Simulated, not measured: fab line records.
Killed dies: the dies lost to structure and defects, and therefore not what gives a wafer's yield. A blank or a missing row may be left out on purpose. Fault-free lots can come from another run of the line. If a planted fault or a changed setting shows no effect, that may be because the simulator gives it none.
fab line records	flow sky130
[record] lots = 5	wafers = 15	last_day = 47
route steps=708 shown LDD_P@264 LDD_HVN@267 LDD_HVP@278 LDD_LDN@289
lots that met no fault: taken from a fault-free run of the same line
start_h: hours from the record's opening day to when the first of the lot's shown wafers began	wait_h: hours from the lot's prior step to this one	" as in the row above	L1.1+2: a single row standing in for several wafers	- no value, or no start was given	* or withheld: withheld	< > ~ a bound
route shown NAME@n: a module of which the file shows steps, and the number in the route of the first	usual: mean and standard deviation over wafers with no fault	same: alike in all rows	chamber/n: place in a boat	sites: per-site readings	_std_site: their standard deviation	_edge_site: inner sites' mean taken away from outer sites' mean	radius_mm: how far each site lies from the wafer's centre	mask NAME#n: copy n	behind: the tool/chamber that last shaped the wafer	hold: what put the lot on hold/how long, in hours/how the hold closed	device: transistor that didn't switch, given as n, p or np	end of line: the tests these same wafers got at the end of their route	step lacking rows: just its recipe	killed: not the wafer's yield, but the dies lost to structure and defects at the first sort	map: a wafer's dies, x killed, . not, _ none there
set.NAME: the run value of the setting; set.NAME@STEP: its run value at that earlier step	model.NAME: the simulator's own value behind a step, which no gauge read
lots at selected steps of the route; one table per step, one row per wafer
services: when a tool's chamber went out of use (start_h, in hours from the record's first day, below 0 if earlier), for how many hours, and the reason
[[steps]]
[step SKY_LDD_P_IMPLANT_09]
[recipe] species = BF2	energy_kev = 24.5	dose_cm2 = 1e+13	tilt_deg = withheld
lot.wafer	tool	chamber	start_h	wait_h
L074.1+2+5	implanter-02	0	459.72	0.0
L075.2+5+6	implanter-04	0	460.40	0.0
L080.3+5+6	implanter-02	0	513.37	0.1
L079.4+5+6	implanter-04	0	514.15	0.1
L082.2+3+5	implanter-02	0	517.73	0.0
[step SKY_LDD_P_STRIP_10]
[recipe] chemistry = O2/N2	power_w = 1400	pressure_mtorr = 1500	platen_temp_c = withheld	o2_flow_sccm = 3000	n2_flow_sccm = 300	overash_fraction = 0.5
[usual] drypump_motor_current_A = 5.86/0.26	n2_flow_sccm = 299.8/0.86	oes_product_au = 0.715/0.0041	strip_time_to_endpoint_s = 14.18/0.039
lot.wafer	tool	chamber	start_h	wait_h	drypump_motor_current_A	n2_flow_sccm	oes_product_au	rf_hours_counter_h	strip_time_to_endpoint_s
L074.1	plasma_asher-04	0	459.87	0.1	5.60	299.8	0.711	3	14.20
L074.2	"	1	"	"	6.17	300.6	0.722	3	14.22
L074.5	"	1	"	"	6.12	300.3	0.714	-	14.19
L075.2	plasma_asher-02	1	460.52	0.1	5.80	299.4	0.714	79	14.18
L075.5	"	0	"	"	5.62	298.3	0.715	-	14.15
L075.6	"	1	"	"	5.81	299.6	0.716	-	14.13
L080.3	plasma_asher-04	0	513.51	0.1	5.59	299.6	0.712	-	14.19
L080.5	"	1	"	"	6.19	298.4	0.717	-	14.16
L080.6	"	0	"	"	5.60	299.3	0.716	-	14.21
L079.4	plasma_asher-02	1	514.26	0.1	5.79	299.6	0.715	-	14.16
L079.5	"	1	"	"	5.77	299.2	0.718	-	14.10
L079.6	"	0	"	"	5.62	300.7	0.715	-	14.16
L082.2	plasma_asher-04	0	517.86	0.1	5.59	299.9	0.709	9	14.16
L082.3	"	0	"	"	5.58	299.5	0.713	-	14.18
L082.5	"	0	"	"	5.56	300.1	0.716	-	14.19
[step SKY_LDD_P_TW_MEAS_11]
[usual] LDD_P_TW = 634/3.8
lot.wafer	tool	chamber	start_h	wait_h	LDD_P_TW
L074.1	film_metro-01	-	459.97	0.1	634
L074.2	"	-	"	"	635
L074.5	"	-	"	"	636
L075.2	film_metro-04	-	460.63	0.1	631
L075.5	"	-	"	"	634
L075.6	"	-	"	"	631
L080.3	film_metro-03	-	513.59	0.1	642
L080.5	"	-	"	"	640
L080.6	"	-	"	"	639
L079.4	film_metro-01	-	514.35	0.1	636
L079.5	"	-	"	"	635
L079.6	"	-	"	"	637
L082.2	film_metro-01	-	517.97	0.1	634
L082.3	"	-	"	"	634
L082.5	"	-	"	"	634
[step SKY_LDD_HVN_DEHYDRATE_00]
[recipe] temp_c = 200	time_s = 60
[usual] heater_power_total_W = 160.37/0.13
lot.wafer	tool	chamber	start_h	wait_h	heater_power_total_W
L074.1	litho_track-03	0	475.02	15.0	160.34
L074.2	"	0	"	"	160.50
L074.5	"	0	"	"	160.55
L075.2	litho_track-03	0	475.94	15.3	160.22
L075.5	"	0	"	"	160.46
L075.6	"	0	"	"	160.44
L080.3	litho_track-01	0	528.47	14.9	160.29
L080.5	"	0	"	"	160.35
L080.6	"	0	"	"	160.35
L079.4	litho_track-03	0	529.99	15.6	160.29
L079.5	"	0	"	"	160.58
L079.6	"	0	"	"	160.47
L082.2	litho_track-03	0	533.59	15.6	160.28
L082.3	"	0	"	"	160.62
L082.5	"	0	"	"	160.64
[step SKY_LDD_HVN_HMDS_01]
[recipe] prime_time_s = 60	prime_temp_c = 120
lot.wafer	tool	chamber	start_h	wait_h
L074.1+2+5	litho_track-03	0	475.17	0.1
L075.2+5+6	litho_track-03	0	476.09	0.1
L080.3+5+6	litho_track-01	0	528.62	0.1
L079.4+5+6	litho_track-03	0	530.14	0.1
L082.2+3+5	litho_track-03	0	533.74	0.1
[step SKY_LDD_HVN_COAT_02]
[recipe] resist = NOVOLAK	spin_rpm = 3000	resist_thk_nm = 300
lot.wafer	tool	chamber	start_h	wait_h
L074.1+2+5	litho_track-03	0	475.32	0.1
L075.2+5+6	litho_track-03	0	476.24	0.1
L080.3+5+6	litho_track-01	0	528.77	0.1
L079.4+5+6	litho_track-03	0	530.29	0.1
L082.2+3+5	litho_track-03	0	533.89	0.1
[step SKY_LDD_HVN_SOFTBAKE_03]
[recipe] temp_c = 90	time_s = 60	resist = NOVOLAK
[usual] heater_power_total_W = 56.59/0.044
lot.wafer	tool	chamber	start_h	wait_h	heater_power_total_W
L074.1	litho_track-03	0	475.47	0.1	56.62
L074.2	"	0	"	"	56.59
L074.5	"	0	"	"	56.57
L075.2	litho_track-03	0	476.39	0.1	56.61
L075.5	"	0	"	"	56.69
L075.6	"	0	"	"	56.61
L080.3	litho_track-01	0	528.92	0.1	56.58
L080.5	"	0	"	"	56.59
L080.6	"	0	"	"	56.57
L079.4	litho_track-03	0	530.44	0.1	56.56
L079.5	"	0	"	"	56.56
L079.6	"	0	"	"	56.59
L082.2	litho_track-03	0	534.04	0.1	56.63
L082.3	"	0	"	"	56.53
L082.5	"	0	"	"	56.65
[step SKY_LDD_HVN_EXPOSE_04]
[recipe] mask_id = HVNTM	na = 0.6	source_shape = conventional	sigma_outer = 0.6	polarization = unpolarized	target_cd_nm = 700	dose_mj = 127
[usual] exposure_dose_mJ_cm2 = 127.00/0.12
lot.wafer	tool	chamber	start_h	wait_h	mask	exposure_dose_mJ_cm2
L074.1	iline_stepper-01	0	-	-	HVNTM#0	126.95
L074.2	"	0	"	"	HVNTM#0	127.26
L074.5	"	0	"	"	HVNTM#0	127.03
L075.2	iline_stepper-01	0	-	-	HVNTM#0	127.01
L075.5	"	0	"	"	HVNTM#0	127.04
L075.6	"	0	"	"	HVNTM#0	127.07
L080.3	iline_stepper-01	0	-	-	HVNTM#0	126.79
L080.5	"	0	"	"	HVNTM#0	126.76
L080.6	"	0	"	"	HVNTM#0	126.80
L079.4	iline_stepper-01	0	-	-	HVNTM#0	126.87
L079.5	"	0	"	"	HVNTM#0	126.93
L079.6	"	0	"	"	HVNTM#0	127.00
L082.2	iline_stepper-02	0	-	-	HVNTM#0	127.08
L082.3	"	0	"	"	HVNTM#0	127.04
L082.5	"	0	"	"	HVNTM#0	127.06
[step SKY_LDD_HVN_PEB_05]
[recipe] temp_c = withheld	time_s = *	resist = NOVOLAK
lot.wafer	tool	chamber	start_h	wait_h
L074.1+2+5	litho_track-03	0	-	-
L075.2+5+6	litho_track-04	0	-	-
L080.3+5+6	litho_track-04	0	-	-
L079.4+5+6	litho_track-01	0	-	-
L082.2+3+5	litho_track-03	0	-	-
[step SKY_LDD_HVN_DEVELOP_06]
[recipe] resist = NOVOLAK	developer = TMAH	develop_time_s = 60	dev_temp_c = 23
lot.wafer	tool	chamber	start_h	wait_h
L074.1+2+5	litho_track-03	0	490.97	0.1
L075.2+5+6	litho_track-04	0	491.68	0.1
L080.3+5+6	litho_track-04	0	544.15	0.1
L079.4+5+6	litho_track-01	0	545.14	0.1
L082.2+3+5	litho_track-03	0	547.64	0.1
[step SKY_LDD_HVN_OVL_MEAS_07]
[usual] LDD_HVN_OVL = 0.3/1.5
lot.wafer	tool	chamber	start_h	wait_h	LDD_HVN_OVL[nm]
L074.1	overlay-02	-	491.12	0.1	1.6
L074.2	"	-	"	"	2.2
L074.5	"	-	"	"	1.5
L075.2	overlay-02	-	491.81	0.1	1.2
L075.5	"	-	"	"	1.8
L075.6	"	-	"	"	0.8
L080.3	overlay-01	-	544.27	0.1	1.5
L080.5	"	-	"	"	1.2
L080.6	"	-	"	"	1.1
L079.4	overlay-02	-	545.24	0.1	-0.5
L079.5	"	-	"	"	-1.9
L079.6	"	-	"	"	-3.9
L082.2	overlay-01	-	547.77	0.1	-1.3
L082.3	"	-	"	"	-1.9
L082.5	"	-	"	"	-1.6
[step SKY_LDD_HVN_IMPLANT_08]
[recipe] species = P	energy_kev = 60.33	dose_cm2 = 3e+13	tilt_deg = 40
[usual] tilt_deg = 39.994/0.023
lot.wafer	tool	chamber	start_h	wait_h	tilt_deg
L074.1	implanter-01	0	491.15	0.0	39.992
L074.2	"	0	"	"	39.970
L074.5	"	0	"	"	39.964
L075.2	implanter-01	0	491.86	0.0	39.979
L075.5	"	0	"	"	40.003
L075.6	"	0	"	"	40.016
L080.3	implanter-04	0	544.34	0.1	39.971
L080.5	"	0	"	"	39.980
L080.6	"	0	"	"	39.998
L079.4	implanter-03	0	545.33	0.1	39.997
L079.5	"	0	"	"	39.988
L079.6	"	0	"	"	39.958
L082.2	implanter-04	0	547.83	0.0	40.014
L082.3	"	0	"	"	39.988
L082.5	"	0	"	"	40.010
[step SKY_LDD_HVN_STRIP_09]
[recipe] chemistry = O2/N2	power_w = 1400	pressure_mtorr = 1500	platen_temp_c = withheld	o2_flow_sccm = 3000	n2_flow_sccm = 300	overash_fraction = 0.5
[usual] drypump_motor_current_A = 5.8/0.32	n2_flow_sccm = 299.8/0.89	oes_product_au = 0.409/0.0045	strip_time_to_endpoint_s = 4.134/0.017
lot.wafer	tool	chamber	start_h	wait_h	drypump_motor_current_A	n2_flow_sccm	oes_product_au	rf_hours_counter_h	strip_time_to_endpoint_s
L074.1	plasma_asher-04	0	491.30	0.1	5.6	299.7	0.407	6	4.118
L074.2	"	1	"	"	6.2	301.0	0.408	6	4.117
L074.5	"	0	"	"	5.6	300.1	0.411	-	4.133
L075.2	plasma_asher-03	1	491.99	0.1	5.4	298.4	0.408	65	4.121
L075.5	"	1	"	"	5.4	300.2	0.413	-	4.151
L075.6	"	0	"	"	5.7	299.1	0.409	-	4.131
L080.3	plasma_asher-03	1	544.47	0.1	5.4	299.2	0.410	-	4.148
L080.5	"	1	"	"	5.4	300.5	0.407	-	4.147
L080.6	"	0	"	"	5.6	299.7	0.414	-	4.160
L079.4	plasma_asher-01	0	545.44	0.1	6.0	300.3	0.408	-	4.159
L079.5	"	1	"	"	6.3	300.8	0.407	-	4.154
L079.6	"	0	"	"	6.0	298.9	0.406	-	4.148
L082.2	plasma_asher-04	1	547.95	0.1	6.2	299.6	0.409	13	4.122
L082.3	"	0	"	"	5.6	299.4	0.402	-	4.140
L082.5	"	0	"	"	5.6	300.7	0.411	-	4.138
[step SKY_LDD_HVN_TW_MEAS_10]
[usual] LDD_HVN_TW = 1440/12
lot.wafer	tool	chamber	start_h	wait_h	LDD_HVN_TW
L074.1	film_metro-03	-	491.40	0.1	1454
L074.2	"	-	"	"	1453
L074.5	"	-	"	"	1458
L075.2	film_metro-04	-	492.10	0.1	1439
L075.5	"	-	"	"	1436
L075.6	"	-	"	"	1434
L080.3	film_metro-03	-	544.56	0.1	1451
L080.5	"	-	"	"	1448
L080.6	"	-	"	"	1450
L079.4	film_metro-02	-	545.54	0.1	1430
L079.5	"	-	"	"	1427
L079.6	"	-	"	"	1427
L082.2	film_metro-02	-	548.06	0.1	1426
L082.3	"	-	"	"	1426
L082.5	"	-	"	"	1426
[step SKY_LDD_HVP_DEHYDRATE_00]
[recipe] temp_c = 200	time_s = 60
[usual] heater_power_total_W = 160.36/0.13
lot.wafer	tool	chamber	start_h	wait_h	heater_power_total_W
L074.1	litho_track-01	0	506.67	15.3	160.31
L074.2	"	0	"	"	160.64
L074.5	"	0	"	"	160.46
L075.2	litho_track-01	0	507.30	15.2	160.31
L075.5	"	0	"	"	160.37
L075.6	"	0	"	"	160.53
L080.3	litho_track-02	0	559.16	14.6	160.57
L080.5	"	0	"	"	160.42
L080.6	"	0	"	"	160.47
L079.4	litho_track-01	0	560.24	14.7	160.46
L079.5	"	0	"	"	160.21
L079.6	"	0	"	"	160.33
L082.2	litho_track-01	0	562.54	14.5	160.34
L082.3	"	0	"	"	160.52
L082.5	"	0	"	"	160.25
[step SKY_LDD_HVP_HMDS_01]
[recipe] prime_time_s = 60	prime_temp_c = 120
lot.wafer	tool	chamber	start_h	wait_h
L074.1+2+5	litho_track-01	0	506.82	0.1
L075.2+5+6	litho_track-01	0	507.45	0.1
L080.3+5+6	litho_track-02	0	559.31	0.1
L079.4+5+6	litho_track-01	0	560.39	0.1
L082.2+3+5	litho_track-01	0	562.69	0.1
[step SKY_LDD_HVP_COAT_02]
[recipe] resist = NOVOLAK	spin_rpm = 3000	resist_thk_nm = 300
lot.wafer	tool	chamber	start_h	wait_h
L074.1+2+5	litho_track-01	0	506.97	0.1
L075.2+5+6	litho_track-01	0	507.60	0.1
L080.3+5+6	litho_track-02	0	559.46	0.1
L079.4+5+6	litho_track-01	0	560.54	0.1
L082.2+3+5	litho_track-01	0	562.84	0.1
[step SKY_LDD_HVP_SOFTBAKE_03]
[recipe] temp_c = 90	time_s = 60	resist = NOVOLAK
[usual] heater_power_total_W = 56.59/0.047
lot.wafer	tool	chamber	start_h	wait_h	heater_power_total_W
L074.1	litho_track-01	0	507.12	0.1	56.67
L074.2	"	0	"	"	56.53
L074.5	"	0	"	"	56.59
L075.2	litho_track-01	0	507.75	0.1	56.60
L075.5	"	0	"	"	56.65
L075.6	"	0	"	"	56.62
L080.3	litho_track-02	0	559.61	0.1	56.58
L080.5	"	0	"	"	56.66
L080.6	"	0	"	"	56.59
L079.4	litho_track-01	0	560.69	0.1	56.58
L079.5	"	0	"	"	56.57
L079.6	"	0	"	"	56.61
L082.2	litho_track-01	0	562.99	0.1	56.66
L082.3	"	0	"	"	56.54
L082.5	"	0	"	"	56.58
[step SKY_LDD_HVP_EXPOSE_04]
[recipe] mask_id = HVPTM	na = 0.6	source_shape = conventional	sigma_outer = 0.6	polarization = unpolarized	target_cd_nm = 700	dose_mj = 86
[usual] exposure_dose_mJ_cm2 = 86.03/0.087
lot.wafer	tool	chamber	start_h	wait_h	mask	exposure_dose_mJ_cm2
L074.1	iline_stepper-01	0	-	-	HVPTM#0	85.85
L074.2	"	0	"	"	HVPTM#0	85.92
L074.5	"	0	"	"	HVPTM#0	86.04
L075.2	iline_stepper-01	0	-	-	HVPTM#0	85.81
L075.5	"	0	"	"	HVPTM#0	85.99
L075.6	"	0	"	"	HVPTM#0	85.88
L080.3	iline_stepper-01	0	-	-	HVPTM#0	86.08
L080.5	"	0	"	"	HVPTM#0	86.04
L080.6	"	0	"	"	HVPTM#0	85.98
L079.4	iline_stepper-02	0	-	-	HVPTM#0	86.17
L079.5	"	0	"	"	HVPTM#0	86.12
L079.6	"	0	"	"	HVPTM#0	86.08
L082.2	iline_stepper-01	0	-	-	HVPTM#0	86.07
L082.3	"	0	"	"	HVPTM#0	86.11
L082.5	"	0	"	"	HVPTM#0	86.08
[step SKY_LDD_HVP_PEB_05]
[recipe] temp_c = withheld	time_s = *	resist = NOVOLAK
lot.wafer	tool	chamber	start_h	wait_h
L074.1+2+5	litho_track-02	0	-	-
L075.2+5+6	litho_track-01	0	-	-
L080.3+5+6	litho_track-01	0	-	-
L079.4+5+6	litho_track-01	0	-	-
L082.2+3+5	litho_track-01	0	-	-
[step SKY_LDD_HVP_DEVELOP_06]
[recipe] resist = NOVOLAK	developer = TMAH	develop_time_s = 60	dev_temp_c = 23
lot.wafer	tool	chamber	start_h	wait_h
L074.1+2+5	litho_track-02	0	521.86	0.1
L075.2+5+6	litho_track-01	0	522.94	0.1
L080.3+5+6	litho_track-01	0	574.42	0.1
L079.4+5+6	litho_track-01	0	575.64	0.1
L082.2+3+5	litho_track-01	0	577.24	0.1
[step SKY_LDD_HVP_OVL_MEAS_07]
[usual] LDD_HVP_OVL = 0.8/1.2
lot.wafer	tool	chamber	start_h	wait_h	LDD_HVP_OVL[nm]
L074.1	overlay-02	-	522.01	0.1	0.1
L074.2	"	-	"	"	-0.2
L074.5	"	-	"	"	-2.4
L075.2	overlay-02	-	523.08	0.1	1.2
L075.5	"	-	"	"	-0.3
L075.6	"	-	"	"	-0.8
L080.3	overlay-01	-	574.53	0.1	1.7
L080.5	"	-	"	"	1.2
L080.6	"	-	"	"	1.3
L079.4	overlay-01	-	575.74	0.1	1.8
L079.5	"	-	"	"	2.0
L079.6	"	-	"	"	1.9
L082.2	overlay-02	-	577.38	0.1	0.3
L082.3	"	-	"	"	0.5
L082.5	"	-	"	"	0.7
[step SKY_LDD_HVP_IMPLANT_08]
[recipe] species = B	energy_kev = 20	dose_cm2 = 1.7e+13	tilt_deg = 17.9
[usual] tilt_deg = 17.899/0.022
lot.wafer	tool	chamber	start_h	wait_h	tilt_deg
L074.1	implanter-02	0	522.05	0.0	17.872
L074.2	"	0	"	"	17.878
L074.5	"	0	"	"	17.895
L075.2	implanter-02	0	523.13	0.0	17.913
L075.5	"	0	"	"	17.904
L075.6	"	0	"	"	17.882
L080.3	implanter-01	0	574.61	0.1	17.876
L080.5	"	0	"	"	17.875
L080.6	"	0	"	"	17.910
L079.4	implanter-04	0	575.83	0.1	17.912
L079.5	"	0	"	"	17.902
L079.6	"	0	"	"	17.937
L082.2	implanter-02	0	577.43	0.0	17.863
L082.3	"	0	"	"	17.852
L082.5	"	0	"	"	17.848
[step SKY_LDD_HVP_STRIP_09]
[recipe] chemistry = O2/N2	power_w = 1400	pressure_mtorr = 1500	platen_temp_c = withheld	o2_flow_sccm = 3000	n2_flow_sccm = 300	overash_fraction = 0.5
[usual] drypump_motor_current_A = 5.72/0.26	n2_flow_sccm = 299.9/0.87	oes_product_au = 0.408/0.0045	strip_time_to_endpoint_s = 4.141/0.016
lot.wafer	tool	chamber	start_h	wait_h	drypump_motor_current_A	n2_flow_sccm	oes_product_au	rf_hours_counter_h	strip_time_to_endpoint_s
L074.1	plasma_asher-04	1	522.20	0.1	6.15	299.6	0.403	10	4.141
L074.2	"	0	"	"	5.60	301.6	0.408	10	4.129
L074.5	"	0	"	"	5.59	300.0	0.404	-	4.140
L075.2	plasma_asher-02	0	523.26	0.1	5.61	298.7	0.406	86	4.126
L075.5	"	0	"	"	5.61	300.2	0.406	-	4.152
L075.6	"	1	"	"	5.83	300.0	0.407	-	4.124
L080.3	plasma_asher-04	0	574.74	0.1	5.58	300.6	0.402	-	4.159
L080.5	"	1	"	"	6.19	301.4	0.405	-	4.141
L080.6	"	0	"	"	5.58	300.6	0.413	-	4.140
L079.4	plasma_asher-04	1	575.94	0.1	6.22	301.1	0.407	-	4.129
L079.5	"	0	"	"	5.61	299.5	0.404	-	4.126
L079.6	"	1	"	"	6.17	300.2	0.405	-	4.140
L082.2	plasma_asher-04	0	577.56	0.1	5.59	302.3	0.414	16	4.159
L082.3	"	0	"	"	5.57	301.5	0.403	-	4.161
L082.5	"	1	"	"	6.12	300.2	0.410	-	4.181
[step SKY_LDD_HVP_TW_MEAS_10]
[usual] LDD_HVP_TW = 456/3.8
lot.wafer	tool	chamber	start_h	wait_h	LDD_HVP_TW
L074.1	film_metro-01	-	522.30	0.1	458
L074.2	"	-	"	"	460
L074.5	"	-	"	"	457
L075.2	film_metro-02	-	523.37	0.1	451
L075.5	"	-	"	"	456
L075.6	"	-	"	"	454
L080.3	film_metro-01	-	574.83	0.1	454
L080.5	"	-	"	"	455
L080.6	"	-	"	"	452
L079.4	film_metro-01	-	576.04	0.1	456
L079.5	"	-	"	"	459
L079.6	"	-	"	"	459
L082.2	film_metro-02	-	577.67	0.1	455
L082.3	"	-	"	"	454
L082.5	"	-	"	"	455
[step SKY_LDD_LDN_DEHYDRATE_00]
[recipe] temp_c = 200	time_s = 60
[usual] heater_power_total_W = 160.37/0.12
lot.wafer	tool	chamber	start_h	wait_h	heater_power_total_W
L074.1	litho_track-04	0	537.35	15.0	160.51
L074.2	"	0	"	"	160.37
L074.5	"	0	"	"	160.58
L075.2	litho_track-01	0	538.49	15.1	160.30
L075.5	"	0	"	"	160.44
L075.6	"	0	"	"	160.28
L080.3	litho_track-04	0	589.40	14.6	160.44
L080.5	"	0	"	"	160.49
L080.6	"	0	"	"	160.21
L079.4	litho_track-04	0	590.38	14.3	160.34
L079.5	"	0	"	"	160.39
L079.6	"	0	"	"	160.33
L082.2	litho_track-04	0	592.13	14.5	160.28
L082.3	"	0	"	"	160.41
L082.5	"	0	"	"	160.59
[step SKY_LDD_LDN_HMDS_01]
[recipe] prime_time_s = 60	prime_temp_c = 120
lot.wafer	tool	chamber	start_h	wait_h
L074.1+2+5	litho_track-04	0	537.50	0.1
L075.2+5+6	litho_track-01	0	538.64	0.1
L080.3+5+6	litho_track-04	0	589.55	0.1
L079.4+5+6	litho_track-04	0	590.53	0.1
L082.2+3+5	litho_track-04	0	592.28	0.1
[step SKY_LDD_LDN_COAT_02]
[recipe] resist = NOVOLAK	spin_rpm = 3000	resist_thk_nm = 1140
lot.wafer	tool	chamber	start_h	wait_h
L074.1+2+5	litho_track-04	0	537.65	0.1
L075.2+5+6	litho_track-01	0	538.79	0.1
L080.3+5+6	litho_track-04	0	589.70	0.1
L079.4+5+6	litho_track-04	0	590.68	0.1
L082.2+3+5	litho_track-04	0	592.43	0.1
[step SKY_LDD_LDN_SOFTBAKE_03]
[recipe] temp_c = 90	time_s = 60	resist = NOVOLAK
[usual] heater_power_total_W = 56.59/0.046
lot.wafer	tool	chamber	start_h	wait_h	heater_power_total_W
L074.1	litho_track-04	0	537.80	0.1	56.68
L074.2	"	0	"	"	56.59
L074.5	"	0	"	"	56.55
L075.2	litho_track-01	0	538.94	0.1	56.55
L075.5	"	0	"	"	56.57
L075.6	"	0	"	"	56.62
L080.3	litho_track-04	0	589.85	0.1	56.63
L080.5	"	0	"	"	56.64
L080.6	"	0	"	"	56.61
L079.4	litho_track-04	0	590.83	0.1	56.65
L079.5	"	0	"	"	56.62
L079.6	"	0	"	"	56.58
L082.2	litho_track-04	0	592.58	0.1	56.52
L082.3	"	0	"	"	56.55
L082.5	"	0	"	"	56.59
[step SKY_LDD_LDN_EXPOSE_04]
[recipe] mask_id = LDNTM	na = 0.6	source_shape = conventional	sigma_outer = 0.6	polarization = unpolarized	target_cd_nm = 700	dose_mj = 140
[usual] exposure_dose_mJ_cm2 = 140.01/0.14
lot.wafer	tool	chamber	start_h	wait_h	mask	exposure_dose_mJ_cm2
L074.1	iline_stepper-01	0	-	-	LDNTM#0	139.91
L074.2	"	0	"	"	LDNTM#0	139.73
L074.5	"	0	"	"	LDNTM#0	139.91
L075.2	iline_stepper-02	0	-	-	LDNTM#0	139.96
L075.5	"	0	"	"	LDNTM#0	140.22
L075.6	"	0	"	"	LDNTM#0	139.91
L080.3	iline_stepper-02	0	-	-	LDNTM#0	139.96
L080.5	"	0	"	"	LDNTM#0	140.06
L080.6	"	0	"	"	LDNTM#0	139.84
L079.4	iline_stepper-02	0	-	-	LDNTM#0	140.01
L079.5	"	0	"	"	LDNTM#0	139.83
L079.6	"	0	"	"	LDNTM#0	140.13
L082.2	iline_stepper-02	0	-	-	LDNTM#0	139.97
L082.3	"	0	"	"	LDNTM#0	139.82
L082.5	"	0	"	"	LDNTM#0	139.87
[[services]]
tool	chamber	start_h	hours	kind
implanter-03	-	435.85	1.0	repair
iline_stepper-01	-	456.30	6.0	repair
plasma_asher-01	-	480.93	4.5	repair
plasma_asher-01	-	488.27	3.8	repair
plasma_asher-03	-	490.70	1.2	repair
implanter-03	-	490.99	6.1	repair
implanter-03	-	498.93	2.4	repair
iline_stepper-02	-	504.14	4.4	pm
iline_stepper-02	-	508.58	2.1	pm
plasma_asher-01	-	509.06	10.3	pm
iline_stepper-02	-	510.67	-	consumable_replace:lamp
iline_stepper-02	-	523.39	1.7	pm
plasma_asher-01	-	531.64	4.3	pm
implanter-01	-	550.23	7.0	pm
plasma_asher-03	-	551.24	1.0	repair
implanter-02	-	562.60	0.7	repair
iline_stepper-01	-	572.61	0.6	repair
implanter-03	-	574.94	3.9	pm
[[key]]
fault none
